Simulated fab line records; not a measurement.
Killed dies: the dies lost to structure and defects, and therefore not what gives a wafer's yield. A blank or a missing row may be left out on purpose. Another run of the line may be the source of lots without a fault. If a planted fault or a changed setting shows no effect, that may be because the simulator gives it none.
Split-lot study ; flow sfq-line ; route with 325 steps; 5 lots, 23 wafers read

## ABOUT THE SPLIT
At SFQ_TRILAYER_M2_ETCH_METAL_ETCH_060 (etches Nb in Cl2/Ar, stops on SiO2, target depth 240 nm, time 120 s), the setting icp-w was moved away from the recipe's 600 W on 4 of the 23 wafers read, by -11.2% to -4.2%. For the rest of the wafers, this setting stayed at what the recipe calls for.

The reading is taken at the split's own step.

## THE READING
KrF_of_TRILAYER_M2_LITHO_COAT_057.thk-nm (the simulator's own value, which no gauge read), in nm, at SFQ_TRILAYER_M2_ETCH_METAL_ETCH_060 (etches Nb in Cl2/Ar, stops on SiO2, target depth 240 nm, time 120 s). There is no usual value for it anywhere in the file. Across the 19 wafers here that went through the recipe, the average is 382.7 nm and the standard deviation 2.3 nm.

wafer;tool, chamber at the split;icp-w as run, W;against the recipe;KrF_of_TRILAYER_M2_LITHO_COAT_057.thk-nm, nm;against lot-mates on the recipe
L074.1;rie-metal-02, 1;600;recipe;384;-
L074.2;rie-metal-02, 1;600;recipe;385.1;-
L074.3;rie-metal-02, 1;600;recipe;382.2;-
L074.4;rie-metal-02, 1;574.9;-4.2%;387.1;+3.3
L074.5;rie-metal-02, 1;574.9;-4.2%;390.9;+7.1
L077.1;rie-metal-02, 1;600;recipe;386.5;-
L077.2;rie-metal-02, 0;600;recipe;383.7;-
L077.3;rie-metal-02, 0;600;recipe;386.1;-
L077.4;rie-metal-02, 1;600;recipe;386.4;-
L077.5;rie-metal-02, 1;600;recipe;384.9;-
L078.2;rie-metal-02, 0;600;recipe;381.5;-
L078.3;rie-metal-02, 1;600;recipe;379.7;-
L078.4;rie-metal-02, 0;600;recipe;381.6;-
L078.5;rie-metal-02, 1;600;recipe;380.9;-
L078.6;rie-metal-02, 0;600;recipe;380.8;-
L079.1;rie-metal-03, 0;600;recipe;378.7;-
L079.2;rie-metal-03, 1;532.9;-11.2%;396.5;+16.8
L079.3;rie-metal-03, 0;600;recipe;379.9;-
L079.5;rie-metal-03, 0;600;recipe;380.5;-
L079.6;rie-metal-03, 1;532.9;-11.2%;394.6;+14.9
L081.1;rie-metal-03, 0;600;recipe;383.2;-
L081.4;rie-metal-03, 0;600;recipe;383.5;-
L081.6;rie-metal-03, 0;600;recipe;381.7;-

THE FIT
A straight line over all 23 wafers: KrF_of_TRILAYER_M2_LITHO_COAT_057.thk-nm changes by -1.19 nm for each +1% of icp-w; r = -0.87; the points scatter about the line by 2.3 nm.
The same after taking each lot's own level away (the mean of its wafers on the recipe; 23 wafers): -1.4 nm for each +1%; r = -0.97; scatter 1.1 nm.
The reading moves by 16 nm for the largest change in icp-w, on that fit.
The span of the lots' own levels, 379.70 to 385.52 nm, comes to 2.5 times the standard deviation stated above.
So the lot-to-lot level changes the slope: the two fits differ.
Check: for one of the wafers moved furthest among these (-11.2%), held out of the fit, the line's prediction against its lot-mates is +14.7 nm. It came out at +16.8 nm against them.

## OTHER SPLITS ON THESE WAFERS
Note: prior to the reading, these wafers also went through further splits. Each is held against what the fit with the lots' levels taken away leaves over:
other split on the same wafers;wafers away from the commonest value;r with KrF_of_TRILAYER_M2_LITHO_COAT_057.thk-nm (lot level and that fit taken away)
SFQ_TRILAYER_I1_VIA_BARC_OPEN_VIA_ETCH_071 bias-w;4;+0.05
SFQ_TRILAYER_M2_LITHO_COAT_062 spin-rpm;11;-0.02

## FILE'S OWN FIT
KrF_of_TRILAYER_M2_LITHO_COAT_057.thk-nm changes by -1.4 nm for each +1% of icp-w, r = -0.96.
